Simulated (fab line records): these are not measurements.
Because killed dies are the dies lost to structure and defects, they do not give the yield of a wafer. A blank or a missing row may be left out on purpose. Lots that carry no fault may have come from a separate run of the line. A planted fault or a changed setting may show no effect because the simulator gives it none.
Struck lot and sound lot, side by side | flow gf180mcu | 37 steps out of a route of 602
Sound: wafers L653.2, L653.3, L653.5. Struck: wafer L665.1 (left out: L665.2, L665.5 of the same lot, which were not struck); the cause appears at the end.
Each step with rows lists, per side, the tool, then ch with its chambers, then its first start. Under that, the readings that differ: sound wafers | struck wafers | difference of the means | sigmas: that difference in standard deviations of wafers without a fault.
alike: a reading whose means differ by less than 2 such deviations, as well as words and numbers matching on both sides. not compared: withheld readings; readings where some wafer has no value; bounds like >300 that might hide an equal value; numbers whose values overlap and for which the record gives no deviation.
Wherever a step has rows on one side only, a row that says differs or no value, or a row with sigmas, the two part there. Non-overlapping numbers with no deviation appear without sigmas and do not part them. Lack of a reading on every wafer of one side parts them only where that side has two or more wafers.

first, 2 steps without rows for these wafers: GF_M4_PEB_12 (peb time 90 s); GF_M4_DEVELOP_13 (develop time 60 s).
GF_M4_CD_MEAS_14: the cd target is 280 nm.
  sound on cdSem-02, day 25 23:17; struck on cdSem-02, day 28 22:49
  alike: cdNm
GF_M4_OVL_MEAS_15:
  sound on overlay-02, day 25 23:23; struck on overlay-02, day 28 22:56
  alike: M4_OVL
GF_M4_METAL_ETCH_16: etches the open film in Cl2/BCl3, stops on SiO2, target depth 627.5 nm, time 104.6 s.
  sound on rieMetal-01 ch 0,1, day 25 23:25; struck on rieMetal-03 ch 1, day 28 22:58
reading                  | sound       | struck | difference | sigmas
drypumpMotorCurrentA (A) | 5.7 5.7 6.1 | 5.1    | -0.7       | -2
  alike: oesProductAu, throttleValvePct
  not compared: rfHoursCounterH
then, 4 steps without rows for these wafers: GF_M4_STRIP_17 (strips in O2/N2); GF_M4_STRIP_18 (strips in post etch residue remover, time 1200 s); GF_M4_CLEAN_19 (cleans in DIW); GF_V4_CVD_00 (deposits SiO2, target thk 600 nm, time 100 s).
GF_V4_THK_MEAS_01:
  sound on filmMetro-03, day 26 00:09; struck on filmMetro-03, day 28 23:41
  alike: V4_CVD_00_THK
GF_V4_CVD_02: deposits SiO2 from TEOS, target thk 850 nm, time 94.851 s.
  sound on pecvd-03 ch 0,1,2, day 26 00:12; struck on pecvd-01 ch 2, day 28 23:44
  alike: heaterPowerW
GF_V4_THK_MEAS_03:
  sound on filmMetro-03, day 26 00:16; struck on filmMetro-01, day 28 23:49
reading            | sound       | struck | difference | sigmas
V4_CVD_02_THK (nm) | 844 857 857 | 826    | -27        | -2
GF_V4_CMP_04: polishes SiO2.
  sound on cmp-02 ch 0,2, day 26 00:19; struck on cmp-01 ch 1, day 28 23:52
reading                            | sound           | struck | difference | sigmas
timeToEndpointS (s)                | 76 85 88        | 52     | -31        | -5
model.SiO2_of_V4_CVD_02.thkNm (nm) | 632.1 633.6 633 | 697.3  | +64.4      | 
  alike: motorCurrentA
GF_V4_BOW_MEAS_05:
  sound on filmMetro-02, day 26 00:38; struck on filmMetro-02, day 29 00:10
  alike: V4_BOW
then, 8 steps without rows for these wafers: GF_V4_DEHYDRATE_06 (time 60 s); GF_V4_HMDS_07 (prime time 60 s); GF_V4_COAT_08; GF_V4_COAT_09 (resist thk 1000 nm); GF_V4_SOFTBAKE_10 (time 60 s); GF_V4_EXPOSE_11 (exposes mask Via4, target cd 260 nm); GF_V4_PEB_12 (peb time 90 s); GF_V4_DEVELOP_13 (develop time 60 s).
GF_V4_CD_MEAS_14: the cd target is 260 nm.
  sound on cdSem-01, day 26 21:06; struck on cdSem-02, day 29 19:41
  alike: cdNm
GF_V4_OVL_MEAS_15:
  sound on overlay-01, day 26 21:12; struck on overlay-01, day 29 19:49
  alike: V4_OVL
GF_V4_ETCH_16: etches BARC in N2/H2.
  sound on rieDiel-02 ch 0,1,3, day 26 21:14; struck on rieDiel-02 ch 2, day 29 19:51
  alike: drypumpMotorCurrentA, h2FlowSccm, oesProductAu, throttleValvePct
GF_V4_ETCH_17: etches SiO2 in C4F8/O2/Ar, stops on TiN, target depth 630 nm.
  sound on rieDiel-02 ch 0,1,3; struck on rieDiel-02 ch 2
reading                      | sound             | struck | difference | sigmas
oesProductAu (a.u.)          | 0.866 0.868 0.860 | 0.907  | +0.042     | +9
model.etch.depthNm (nm)      | 632.1 633.6 633   | 697.3  | +64.4      | 
model.V4.featureDepthNm (nm) | 632.1 633.6 633   | 697.3  | +64.4      | 
then, 3 steps without rows for these wafers: GF_V4_STRIP_18 (strips in O2/N2); GF_V4_STRIP_19 (strips in post etch residue remover, time 1200 s); GF_V4_CLEAN_20 (cleans in DIW).
GF_V4_SPUTTER_21: material Ti, target thk 15 nm, time 80.02 s.
  sound on pvdSputter-04, day 26 21:53; struck on pvdSputter-04, day 29 20:33
  alike: throttleValvePct
then, 1 step without rows for these wafers: GF_V4_SPUTTER_22 (material TiN, target thk 10 nm, time 40 s).
GF_V4_CVD_23: deposits W, target thk 350 nm, time 104.9 s.
  sound on cvdW-02 ch 0,1, day 26 21:59; struck on cvdW-02 ch 1, day 29 20:39
  alike: heaterPowerW
GF_V4_RS_MEAS_24: measurement is done with a four-point probe.
  sound on filmMetro-03, day 26 22:08; struck on filmMetro-03, day 29 20:46
  alike: V4_W_RS
GF_V4_THK_MEAS_25: measures by xrf.
  sound on filmMetro-03, day 26 22:14; struck on filmMetro-03, day 29 20:53
  alike: V4_W_THK
GF_V4_CMP_26: polishes, stops on SiO2, t overpolish 15 s, target thk 0 nm.
  sound on cmp-01 ch 0,3, day 26 22:17; struck on cmp-01 ch 1, day 29 20:59
reading                            | sound             | struck | difference | sigmas
model.SiO2_of_V4_CVD_02.thkNm (nm) | 628.4 629.8 629.3 | 693.5  | +64.3      | 
  alike: motorCurrentA
then, 2 steps without rows for these wafers: GF_MIM_SPUTTER_00 (material Ti, target thk 37.5 nm, time 150 s); GF_PASSIVATION_PROBE_99.

WHERE THEY PART
First at GF_M4_METAL_ETCH_16; last, within this record, at GF_V4_ETCH_17. Later steps at which nothing parts them and some readings are alike: GF_V4_SPUTTER_21, GF_V4_CVD_23, GF_V4_RS_MEAS_24, GF_V4_THK_MEAS_25, GF_V4_CMP_26.

WHY: whatever the simulator had introduced
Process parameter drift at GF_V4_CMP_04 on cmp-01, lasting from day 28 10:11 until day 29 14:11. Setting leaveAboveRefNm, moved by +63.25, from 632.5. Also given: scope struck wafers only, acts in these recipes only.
